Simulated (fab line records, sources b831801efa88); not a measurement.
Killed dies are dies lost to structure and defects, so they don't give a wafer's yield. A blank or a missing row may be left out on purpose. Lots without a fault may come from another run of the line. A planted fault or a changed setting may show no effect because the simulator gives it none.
Problem report in the 8D (eight disciplines) form, filled by code | flow sky130 | the parts of the form that need people (team, actions taken, sign-off) are left out

1. THE PROBLEM
overpolish_run_s at SKY_CONTACT_CMP_27 reads a mean of 0.042 s on 1 wafer of 1 lot; wafers without a fault read 15.001 s with a standard deviation of 0.0097. That is -99 or more standard deviations from the usual mean.
The step: polishes, stops on SiO2, t overpolish 15 s, target thk 0 nm.
First seen on wafer L960.4, day 33 22:22, on cmp-01. The record holds 39 wafers of 13 lots with a number at this step. Rule for "out", or "out of limits": more than 4 standard deviations from the usual mean. The other wafers with a number count as sound.

2. WHAT IT IS AND WHAT IT IS NOT
question                    | is                                   | is not
which readings at this step | overpolish_run_s, time_to_endpoint_s | motor_current_A, slurry_filter_dp_kPa
which lots                  | L960                                 | L957, L958, L961, L969, L970, L971, L972, L973, L974, L975, L978, L979
which wafers of those lots  | L960.4                               | L960.1, L960.5
read on which tools         | cmp-01                               | cmp-02
when                        | from day 33 22:22                    | up to then (8 sound wafers); but 30 sound wafers of L961, L969, L970, L971, L972, L973, L974, L975, L978, L979 came after

3. SUSPECTS, AND WHAT RULES EACH OUT
Counting: a tool at a process step up to the reading stays a suspect if it ran every lot that is out. Sound lots after the first of them don't rule it out here, since some wafers of a struck lot are sound.
- cmp-01 at SKY_CONTACT_CMP_27 (polishes, stops on SiO2, t overpolish 15 s, target thk 0 nm): kept. It ran the lot that is out, L960 (day 33 22:22); its last sound lot up to then is L958 (day 33 06:41). Its own readings are out on those wafers: overpolish_run_s, time_to_endpoint_s.
Left after counting: cmp-01 at SKY_CONTACT_CMP_27.

4. THE CAUSE (what the simulator had put in)
Process parameter drift: cmp-01, from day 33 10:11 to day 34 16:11, at SKY_CONTACT_CMP_27. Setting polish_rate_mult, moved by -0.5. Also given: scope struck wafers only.
Counting left only this tool.

5. THE CHAIN OF EFFECTS, in route order
Each row: a reading whose mean over the struck wafers that have a number lies more than 3 standard deviations from the usual. Only readings for which the record gives a usual standard deviation are gone through. hours: the time from each lot's start at the first step in this table that gives one to its start at this step, as a median over the lots. sigmas: the change in usual standard deviations.
hours | step                  | reading            | usual    | on struck wafers | change  | sigmas
0     | SKY_CONTACT_CMP_27    | overpolish_run_s   | 15.001 s | 0.042            | -14.959 | -99 or more
0     | SKY_CONTACT_CMP_27    | time_to_endpoint_s | 82.0 s   | 124.7            | +42.7   | +15
338   | SKY_PAD_OPEN_PROBE_99 | killed_at_contacts | 25       | 435              | +410    | +80
338   | SKY_PAD_OPEN_PROBE_99 | killed_dies        | 87       | 492              | +405    | +46
338   | SKY_PAD_OPEN_PROBE_99 | killed_on_rim      | 16       | 96               | +80     | +22
The process steps in it:
- SKY_CONTACT_CMP_27: polishes, stops on SiO2, t overpolish 15 s, target thk 0 nm.
- SKY_PAD_OPEN_PROBE_99

6. WHAT WOULD HAVE CAUGHT IT SOONER
In this record the first reading out of limits was taken at day 33 22:22, 12 hours after the fault began at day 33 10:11.
